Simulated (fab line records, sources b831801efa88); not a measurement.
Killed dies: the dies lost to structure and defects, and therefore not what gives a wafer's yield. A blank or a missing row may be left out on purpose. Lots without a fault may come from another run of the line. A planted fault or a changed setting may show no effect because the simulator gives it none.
A struck lot beside a sound one    flow sky130    14 out of 708 route steps
Sound: wafers L347.2, L347.4, L347.6. Struck: wafers L361.1, L361.4, L361.5. The cause is given at the end.
Per side, at each step with rows, come the tool, then ch with its chambers, and then its first start. Under that, the readings that differ: sound wafers    struck wafers    difference of the means    sigmas: that difference in standard deviations of wafers without a fault.
alike: readings with means less than 2 such deviations apart, plus words and numbers identical on both sides. not compared: withheld readings, readings lacking a value on some wafer, bounds such as >300 that could conceal the same value, and numbers that have no deviation in the record and whose values overlap.
A row with sigmas, a row that says differs or no value, or rows on one side alone: a step with any of these is where the two part. When numbers do not overlap yet have no deviation, they are printed without sigmas and do not part them. A reading missing from all wafers of one side parts the sides only when that side holds two or more wafers.

first, 4 steps without rows for these wafers: SKY_METAL2_STRIP_21 (strips in post etch residue remover, time 1200 s); SKY_METAL2_CLEAN_22 (cleans in IPA, time 180 s); SKY_METAL2_CLEAN_23 (cleans in O3/DIW); SKY_VIA2_HDPCVD_00 (deposits SiO2, target thk 1180 nm, time 196.7 s).
SKY_VIA2_THK_MEAS_01:
  struck on filmMetro-04, day 39 10:43; sound on filmMetro-03, day 35 02:32
  alike: VIA2_HDPCVD_THK
SKY_VIA2_CMP_02: polishes SiO2.
  sound on cmp-01 ch 1,2,3, day 35 02:41; struck on cmp-01 ch 0,3, day 39 10:52
  alike: motorCurrentA
SKY_VIA2_BOW_MEAS_03:
  struck on filmMetro-02, day 39 11:10; sound on filmMetro-04, day 35 02:55
  alike: VIA2_BOW
then, 5 steps without rows for these wafers: SKY_VIA2_DEHYDRATE_04 (time 60 s); SKY_VIA2_HMDS_05 (prime time 60 s); SKY_VIA2_COAT_06 (resist thk 60 nm); SKY_VIA2_COAT_07 (resist thk 450 nm); SKY_VIA2_SOFTBAKE_08 (time 90 s).
SKY_VIA2_EXPOSE_09: exposes mask VIM2, target cd 200 nm.
  struck on krfScanner-01, day 39 22:55; sound on krfScanner-02 ch 0, day 35 15:59
  no value came back on the struck wafers for exposureDoseMJCm2, focusOffsetNm (nm); on the sound wafers exposureDoseMJCm2 reads 37.93 37.94 37.95
  alike: mask
after that, 1 step had no rows for these wafers: SKY_VIA2_PEB_10.

WHERE THEY PART
Within this record, at SKY_VIA2_EXPOSE_09 only.

WHY: what the simulator had put in
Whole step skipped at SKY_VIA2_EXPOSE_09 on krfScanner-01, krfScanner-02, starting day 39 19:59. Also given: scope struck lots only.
